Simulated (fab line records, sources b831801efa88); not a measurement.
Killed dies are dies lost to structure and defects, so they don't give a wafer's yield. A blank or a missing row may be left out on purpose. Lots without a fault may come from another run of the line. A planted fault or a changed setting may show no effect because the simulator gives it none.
Chamber matching | flow sky130 | SKY_FIELD_ISO_ETCH_17 on rie_si-01: 4 sister chambers
The step etches Si in HBr/Cl2/O2, target depth 342 nm, time 97.7 s. 8 wafers are shown with their chamber, then 7 later ones without.

WAFERS WITH THEIR CHAMBER
wafer  | chamber | drypump_motor_current_A (A) | oes_product_au (a.u.)
L235.1 | 1       | 6.2                         | 0.999
L236.1 | 3       | 5.9                         | 0.982
L236.4 | 2       | 6.6                         | 0.990
L237.2 | 2       | 6.5                         | 0.991
L237.4 | 0       | 6.2                         | 0.998
L237.6 | 3       | 5.9                         | 0.988
L241.4 | 1       | 6.2                         | 1.005
L241.5 | 0       | 6.3                         | 0.998

WAFERS WITHOUT THEIR CHAMBER
wafer  | drypump_motor_current_A (A) | oes_product_au (a.u.)
L241.6 | 5.9                         | 0.990
L248.2 | 6.2                         | 1.007
L248.4 | 6.2                         | 1.004
L248.6 | 5.9                         | 0.990
L249.2 | 6.3                         | 0.992
L249.3 | 6.2                         | 0.996
L249.6 | 6.2                         | 1.002

WHICH CHAMBER EACH WENT THROUGH
wafer  | from the rows above     | in truth
L241.6 | 3                       | 3
L248.2 | can't be placed: 1 or 0 | 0
L248.4 | can't be placed: 1 or 0 | 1
L248.6 | 3                       | 3
L249.2 | can't be placed: 0 or 1 | 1
L249.3 | can't be placed: 0 or 1 | 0
L249.6 | can't be placed: 1 or 0 | 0
Placed correctly: 2 of 7. Can't be placed from these rows: 5 (the true chamber is among the candidates in 5). Placed wrongly: 0.
How it was worked out, from the rows above alone: a wafer's distance from a chamber is the root of the sum, over the readings, of the square of ((its reading less the chamber's mean) divided by the reading's scatter). The wafer belongs to the nearest chamber; if the next one is less than 2 further off, it can't be placed. A chamber's mean is the mean of its shown wafers. The scatter: the root of (the sum of the squares of (reading less its chamber's mean) over the shown wafers, divided by (wafers less chambers)).
